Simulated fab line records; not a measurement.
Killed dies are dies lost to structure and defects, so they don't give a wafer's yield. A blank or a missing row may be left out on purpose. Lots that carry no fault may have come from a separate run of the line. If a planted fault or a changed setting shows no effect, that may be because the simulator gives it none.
The tool behind it: which one? || flow gf180mcu || 39 wafers from 13 lots sampled at 5 of the route's 602 steps

## WHAT EACH GAUGE READ, for each wafer
GF_MIM_THK_MEAS_06.
{"lot": "L220", "measured": "day 24 19:17", "on": "film_metro-04", "MIM_CVD_05_THK (nm)": "41.5 41.4 42.5"}
{"lot": "L222", "measured": "day 25 03:26", "on": "film_metro-03", "MIM_CVD_05_THK (nm)": "41.4 41.8 41.5"}
{"lot": "L223", "measured": "day 25 18:35", "on": "film_metro-04", "MIM_CVD_05_THK (nm)": "41.7 42.2 43.3"}
{"lot": "L224", "measured": "day 26 00:35", "on": "film_metro-03", "MIM_CVD_05_THK (nm)": "83.5 83.9 84.5"}
{"lot": "L226", "measured": "day 26 12:21", "on": "film_metro-03", "MIM_CVD_05_THK (nm)": "83.5 83.4 84.3"}
{"lot": "L236", "measured": "day 29 17:58", "on": "film_metro-04", "MIM_CVD_05_THK (nm)": "41.3 41.4 41.7"}
{"lot": "L237", "measured": "day 29 19:53", "on": "film_metro-04", "MIM_CVD_05_THK (nm)": "41.3 41.8 42.4"}
{"lot": "L238", "measured": "day 30 00:53", "on": "film_metro-03", "MIM_CVD_05_THK (nm)": "42.2 42.3 43.4"}
{"lot": "L239", "measured": "day 30 13:32", "on": "film_metro-01", "MIM_CVD_05_THK (nm)": "42.8 42.4 42.7"}
{"lot": "L240", "measured": "day 30 15:44", "on": "film_metro-03", "MIM_CVD_05_THK (nm)": "42.5 42.3 43.4"}
{"lot": "L241", "measured": "day 30 19:56", "on": "film_metro-03", "MIM_CVD_05_THK (nm)": "42.1 41.7 42.7"}
{"lot": "L242", "measured": "day 31 01:40", "on": "film_metro-03", "MIM_CVD_05_THK (nm)": "42.2 42.6 42.2"}
{"lot": "L243", "measured": "day 31 11:59", "on": "film_metro-01", "MIM_CVD_05_THK (nm)": "42.9 42.9 42.8"}

## TOOL THAT RAN EACH LOT (tool first, then ch and the chambers of the sampled wafers, then the start)
{"lot": "L220", "GF_M4_SPUTTER_04": "pvd_sputter-01, day 22 19:31", "GF_V4_STRIP_18": "plasma_asher-04 ch 0, day 24 17:47", "GF_MIM_SPUTTER_04": "pvd_sputter-02, day 24 19:12", "GF_MIM_CVD_05": "pecvd-03 ch 0,1, day 24 19:14"}
{"lot": "L222", "GF_M4_SPUTTER_04": "pvd_sputter-01, day 23 04:16", "GF_V4_STRIP_18": "plasma_asher-01 ch 0,1, day 25 01:57", "GF_MIM_SPUTTER_04": "pvd_sputter-02, day 25 03:22", "GF_MIM_CVD_05": "pecvd-04 ch 0,1,2, day 25 03:24"}
{"lot": "L223", "GF_M4_SPUTTER_04": "pvd_sputter-01, day 23 19:25", "GF_V4_STRIP_18": "plasma_asher-04 ch 0,1, day 25 17:06", "GF_MIM_SPUTTER_04": "pvd_sputter-01, day 25 18:31", "GF_MIM_CVD_05": "pecvd-04 ch 0,2, day 25 18:34"}
{"lot": "L224", "GF_M4_SPUTTER_04": "pvd_sputter-04, day 24 01:43", "GF_V4_STRIP_18": "plasma_asher-01 ch 0,1, day 25 22:54", "GF_MIM_SPUTTER_04": "pvd_sputter-02, day 26 00:19", "GF_MIM_CVD_05": "pecvd-03 ch 0,1, day 26 00:22"}
{"lot": "L226", "GF_M4_SPUTTER_04": "pvd_sputter-02, day 24 14:22", "GF_V4_STRIP_18": "plasma_asher-01 ch 0,1, day 26 10:40", "GF_MIM_SPUTTER_04": "pvd_sputter-03, day 26 12:04", "GF_MIM_CVD_05": "pecvd-03 ch 0,2, day 26 12:06"}
{"lot": "L236", "GF_M4_SPUTTER_04": "pvd_sputter-01, day 27 20:48", "GF_V4_STRIP_18": "plasma_asher-04 ch 0,1, day 29 16:27", "GF_MIM_SPUTTER_04": "pvd_sputter-02, day 29 17:53", "GF_MIM_CVD_05": "pecvd-04 ch 0,1,2, day 29 17:56"}
{"lot": "L237", "GF_M4_SPUTTER_04": "pvd_sputter-02, day 27 23:08", "GF_V4_STRIP_18": "plasma_asher-01 ch 0,1, day 29 18:24", "GF_MIM_SPUTTER_04": "pvd_sputter-02, day 29 19:49", "GF_MIM_CVD_05": "pecvd-02 ch 1,2, day 29 19:51"}
{"lot": "L238", "GF_M4_SPUTTER_04": "pvd_sputter-01, day 28 08:29", "GF_V4_STRIP_18": "plasma_asher-01 ch 0,1, day 29 23:08", "GF_MIM_SPUTTER_04": "pvd_sputter-02, day 30 00:49", "GF_MIM_CVD_05": "pecvd-02 ch 0,1, day 30 00:52"}
{"lot": "L239", "GF_M4_SPUTTER_04": "pvd_sputter-02, day 28 23:16", "GF_V4_STRIP_18": "plasma_asher-01 ch 0,1, day 30 11:43", "GF_MIM_SPUTTER_04": "pvd_sputter-01, day 30 13:28", "GF_MIM_CVD_05": "pecvd-02 ch 0,1,2, day 30 13:31"}
{"lot": "L240", "GF_M4_SPUTTER_04": "pvd_sputter-01, day 29 00:45", "GF_V4_STRIP_18": "plasma_asher-04 ch 0,1, day 30 14:15", "GF_MIM_SPUTTER_04": "pvd_sputter-02, day 30 15:40", "GF_MIM_CVD_05": "pecvd-02 ch 1,2, day 30 15:42"}
{"lot": "L241", "GF_M4_SPUTTER_04": "pvd_sputter-02, day 29 04:22", "GF_V4_STRIP_18": "plasma_asher-01 ch 0,1, day 30 18:27", "GF_MIM_SPUTTER_04": "pvd_sputter-03, day 30 19:52", "GF_MIM_CVD_05": "pecvd-04 ch 1,2, day 30 19:54"}
{"lot": "L242", "GF_M4_SPUTTER_04": "pvd_sputter-01, day 29 10:08", "GF_V4_STRIP_18": "plasma_asher-01 ch 0,1, day 31 00:12", "GF_MIM_SPUTTER_04": "pvd_sputter-02, day 31 01:35", "GF_MIM_CVD_05": "pecvd-02 ch 0,1,2, day 31 01:37"}
{"lot": "L243", "GF_M4_SPUTTER_04": "pvd_sputter-02, day 29 20:55", "GF_V4_STRIP_18": "plasma_asher-01 ch 0,1, day 31 10:30", "GF_MIM_SPUTTER_04": "pvd_sputter-01, day 31 11:53", "GF_MIM_CVD_05": "pecvd-02 ch 0,1,2, day 31 11:56"}
- GF_M4_SPUTTER_04: material TiN, target thk 50 nm, time 41.7 s.
- GF_V4_STRIP_18: strips in O2/N2.
- GF_MIM_SPUTTER_04: material TiN, target thk 50 nm, time 41.7 s.
- GF_MIM_CVD_05: deposits Si3N4, target thk 42 nm, time 29.086 s.

## AS READ BY THE TOOLS THEMSELVES (means over the sampled wafers that have a number; for cases with no such wafer, the mark the record gives instead)
GF_M4_SPUTTER_04.
{"lot": "L220", "tool": "pvd_sputter-01", "throttle_valve_pct (%)": 30.1}
{"lot": "L222", "tool": "pvd_sputter-01", "throttle_valve_pct (%)": 30.0}
{"lot": "L223", "tool": "pvd_sputter-01", "throttle_valve_pct (%)": 29.9}
{"lot": "L224", "tool": "pvd_sputter-04", "throttle_valve_pct (%)": 30.0}
{"lot": "L226", "tool": "pvd_sputter-02", "throttle_valve_pct (%)": 29.9}
{"lot": "L236", "tool": "pvd_sputter-01", "throttle_valve_pct (%)": 30.1}
{"lot": "L237", "tool": "pvd_sputter-02", "throttle_valve_pct (%)": 29.9}
{"lot": "L238", "tool": "pvd_sputter-01", "throttle_valve_pct (%)": 29.8}
{"lot": "L239", "tool": "pvd_sputter-02", "throttle_valve_pct (%)": 30.2}
{"lot": "L240", "tool": "pvd_sputter-01", "throttle_valve_pct (%)": 29.6}
{"lot": "L241", "tool": "pvd_sputter-02", "throttle_valve_pct (%)": 29.7}
{"lot": "L242", "tool": "pvd_sputter-01", "throttle_valve_pct (%)": 30.0}
{"lot": "L243", "tool": "pvd_sputter-02", "throttle_valve_pct (%)": 29.8}

GF_V4_STRIP_18.
{"lot": "L220", "tool": "plasma_asher-04", "drypump_motor_current_A (A)": 5.9, "heater_power_w (W)": 337, "n2_flow_sccm (sccm)": 301.2, "oes_product_au (a.u.)": 0.599}
{"lot": "L222", "tool": "plasma_asher-01", "drypump_motor_current_A (A)": 5.4, "heater_power_w (W)": 325, "n2_flow_sccm (sccm)": 301.3, "oes_product_au (a.u.)": 0.589}
{"lot": "L223", "tool": "plasma_asher-04", "drypump_motor_current_A (A)": 6.0, "heater_power_w (W)": 339, "n2_flow_sccm (sccm)": 300.1, "oes_product_au (a.u.)": 0.594}
{"lot": "L224", "tool": "plasma_asher-01", "drypump_motor_current_A (A)": 5.4, "heater_power_w (W)": 340, "n2_flow_sccm (sccm)": 300.7, "oes_product_au (a.u.)": 0.591}
{"lot": "L226", "tool": "plasma_asher-01", "drypump_motor_current_A (A)": 5.4, "heater_power_w (W)": 324, "n2_flow_sccm (sccm)": 300.2, "oes_product_au (a.u.)": 0.598}
{"lot": "L236", "tool": "plasma_asher-04", "drypump_motor_current_A (A)": 6.0, "heater_power_w (W)": 331, "n2_flow_sccm (sccm)": 299.8, "oes_product_au (a.u.)": 0.591}
{"lot": "L237", "tool": "plasma_asher-01", "drypump_motor_current_A (A)": 5.4, "heater_power_w (W)": 323, "n2_flow_sccm (sccm)": 300.2, "oes_product_au (a.u.)": 0.593}
{"lot": "L238", "tool": "plasma_asher-01", "drypump_motor_current_A (A)": 5.3, "heater_power_w (W)": 345, "n2_flow_sccm (sccm)": 300.0, "oes_product_au (a.u.)": 0.593}
{"lot": "L239", "tool": "plasma_asher-01", "drypump_motor_current_A (A)": 5.4, "heater_power_w (W)": 346, "n2_flow_sccm (sccm)": 299.2, "oes_product_au (a.u.)": 0.594}
{"lot": "L240", "tool": "plasma_asher-04", "drypump_motor_current_A (A)": 6.0, "heater_power_w (W)": 336, "n2_flow_sccm (sccm)": 299.3, "oes_product_au (a.u.)": 0.589}
{"lot": "L241", "tool": "plasma_asher-01", "drypump_motor_current_A (A)": 5.3, "heater_power_w (W)": 341, "n2_flow_sccm (sccm)": 300.1, "oes_product_au (a.u.)": 0.595}
{"lot": "L242", "tool": "plasma_asher-01", "drypump_motor_current_A (A)": 5.4, "heater_power_w (W)": 346, "n2_flow_sccm (sccm)": 300.8, "oes_product_au (a.u.)": 0.592}
{"lot": "L243", "tool": "plasma_asher-01", "drypump_motor_current_A (A)": 5.4, "heater_power_w (W)": 327, "n2_flow_sccm (sccm)": 299.5, "oes_product_au (a.u.)": 0.597}

GF_MIM_SPUTTER_04.
{"lot": "L220", "tool": "pvd_sputter-02", "throttle_valve_pct (%)": 30.4}
{"lot": "L222", "tool": "pvd_sputter-02", "throttle_valve_pct (%)": 29.9}
{"lot": "L223", "tool": "pvd_sputter-01", "throttle_valve_pct (%)": 30.1}
{"lot": "L224", "tool": "pvd_sputter-02", "throttle_valve_pct (%)": 30.0}
{"lot": "L226", "tool": "pvd_sputter-03", "throttle_valve_pct (%)": 30.9}
{"lot": "L236", "tool": "pvd_sputter-02", "throttle_valve_pct (%)": 30.1}
{"lot": "L237", "tool": "pvd_sputter-02", "throttle_valve_pct (%)": 30.3}
{"lot": "L238", "tool": "pvd_sputter-02", "throttle_valve_pct (%)": 30.0}
{"lot": "L239", "tool": "pvd_sputter-01", "throttle_valve_pct (%)": 30.0}
{"lot": "L240", "tool": "pvd_sputter-02", "throttle_valve_pct (%)": 29.8}
{"lot": "L241", "tool": "pvd_sputter-03", "throttle_valve_pct (%)": 30.8}
{"lot": "L242", "tool": "pvd_sputter-02", "throttle_valve_pct (%)": 29.8}
{"lot": "L243", "tool": "pvd_sputter-01", "throttle_valve_pct (%)": 29.6}

GF_MIM_CVD_05.
{"lot": "L220", "tool": "pecvd-03", "heater_power_w (W)": 696}
{"lot": "L222", "tool": "pecvd-04", "heater_power_w (W)": 613}
{"lot": "L223", "tool": "pecvd-04", "heater_power_w (W)": 643}
{"lot": "L224", "tool": "pecvd-03", "heater_power_w (W)": 716}
{"lot": "L226", "tool": "pecvd-03", "heater_power_w (W)": 666}
{"lot": "L236", "tool": "pecvd-04", "heater_power_w (W)": 609}
{"lot": "L237", "tool": "pecvd-02", "heater_power_w (W)": 506}
{"lot": "L238", "tool": "pecvd-02", "heater_power_w (W)": 558}
{"lot": "L239", "tool": "pecvd-02", "heater_power_w (W)": 538}
{"lot": "L240", "tool": "pecvd-02", "heater_power_w (W)": 561}
{"lot": "L241", "tool": "pecvd-04", "heater_power_w (W)": 576}
{"lot": "L242", "tool": "pecvd-02", "heater_power_w (W)": 579}
{"lot": "L243", "tool": "pecvd-02", "heater_power_w (W)": 572}

## THE ANSWER, worked out from the rows above alone
Rule: the usual values come from the lots themselves. Put in order of their means at a reading, lots are off if they are a third of the lots or fewer, leave a main group of 4 or more, and stand apart from it by a gap of 3 or more times the standard deviation of the main group's means; of several such gaps the widest counts. If all means in a main group match to the digits the tables above print for the reading, that group is not used. Also off: a lot with no number at a reading for which 4 or more lots have one. Where the step has rows for the other lots, those lots are counted as sound. Order of review: gauges by route order, followed by the tools' own readings, for which a lot's mean as printed above is used. The first step at which some lot is off is used, and at that step the reading that is off furthest; a lot without a number counts as furthest.
Off: at GF_MIM_THK_MEAS_06 (MIM_CVD_05_THK), L224, L226. The main group: mean 42.2 nm, standard deviation 0.47.
A tool fits if, at a process step before that reading, it ran every lot that is off, and no sound lot after the first of them. The gauges at GF_MIM_THK_MEAS_06 are tried like those tools. One fits: GF_MIM_CVD_05 on pecvd-03. A fault onset in the window from L220 (day 24 19:14, its last sound lot) to L224 (day 26 00:22, its first lot off) fits.

## WHAT THE SIMULATOR HAD PUT IN
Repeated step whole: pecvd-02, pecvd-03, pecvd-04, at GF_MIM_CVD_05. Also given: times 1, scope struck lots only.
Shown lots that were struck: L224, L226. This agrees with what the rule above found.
